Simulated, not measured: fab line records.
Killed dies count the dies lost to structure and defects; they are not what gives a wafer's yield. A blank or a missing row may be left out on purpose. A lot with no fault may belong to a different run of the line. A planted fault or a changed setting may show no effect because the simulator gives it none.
What tool caused it? | flow gf180mcu | 14 lots, 42 wafers sampled, at 1 step of a route of 602

== WHAT THE GAUGES SHOWED, per wafer ==
GF_CONTACT_THK_MEAS_01.
lot  | measured     | on            | CONTACT_CVD_00_THK (nm)
L746 | day 15 07:12 | film-metro-03 | 295 297 297
L747 | day 15 15:44 | film-metro-02 | 301 302 300
L748 | day 15 20:25 | film-metro-02 | 301 305 304
L749 | day 16 04:52 | film-metro-02 | 301 299 298
L751 | day 16 19:52 | film-metro-02 | 305 294 300
L753 | day 17 17:18 | film-metro-03 | 299 301 300
L755 | day 18 06:55 | film-metro-02 | 295 297 295
L757 | day 19 08:14 | film-metro-04 | 299 299 304
L758 | day 19 15:32 | film-metro-03 | 295 293 299
L761 | day 20 17:22 | film-metro-02 | 300 303 297
L765 | day 21 23:20 | film-metro-03 | 305 297 300
L766 | day 22 13:25 | film-metro-04 | 294 296 301
L767 | day 22 20:43 | film-metro-04 | 296 299 301
L768 | day 23 09:15 | film-metro-04 | 299 300 303

== TOOL THAT RAN EACH LOT (tool first, then ch and the chambers of the sampled wafers, then the start) ==
Record: no process step prior to these readings.

== WHAT THE TOOLS THEMSELVES READ (means of the sampled wafers that have a number; where no wafer has one, the mark that the record gives instead) ==
The record holds no such reading with a usual standard deviation.

== THE ANSWER, worked out from the rows above alone ==
Rule: the lots themselves supply what counts as usual. Put in order of their means at a reading, lots are off if they are a third of the lots or fewer, leave a main group of 4 or more, and stand apart from it by a gap of 3 or more times the standard deviation of the main group's means; of several such gaps the widest counts. The tables above print the reading to a certain number of digits; a main group whose means all agree to those digits is not used. A lot without any number at a reading at which 4 lots or more have one is off too. The other lots that the step has rows for count as sound. First the gauges in route order, then the tools' own readings, where a lot's mean is used as printed above. The first step at which some lot is off is used, and at that step the reading that is off furthest; a lot without a number counts as furthest.
None of the lots is off at any reading shown; this tells nothing.

== WHAT THE SIMULATOR PUT IN ==
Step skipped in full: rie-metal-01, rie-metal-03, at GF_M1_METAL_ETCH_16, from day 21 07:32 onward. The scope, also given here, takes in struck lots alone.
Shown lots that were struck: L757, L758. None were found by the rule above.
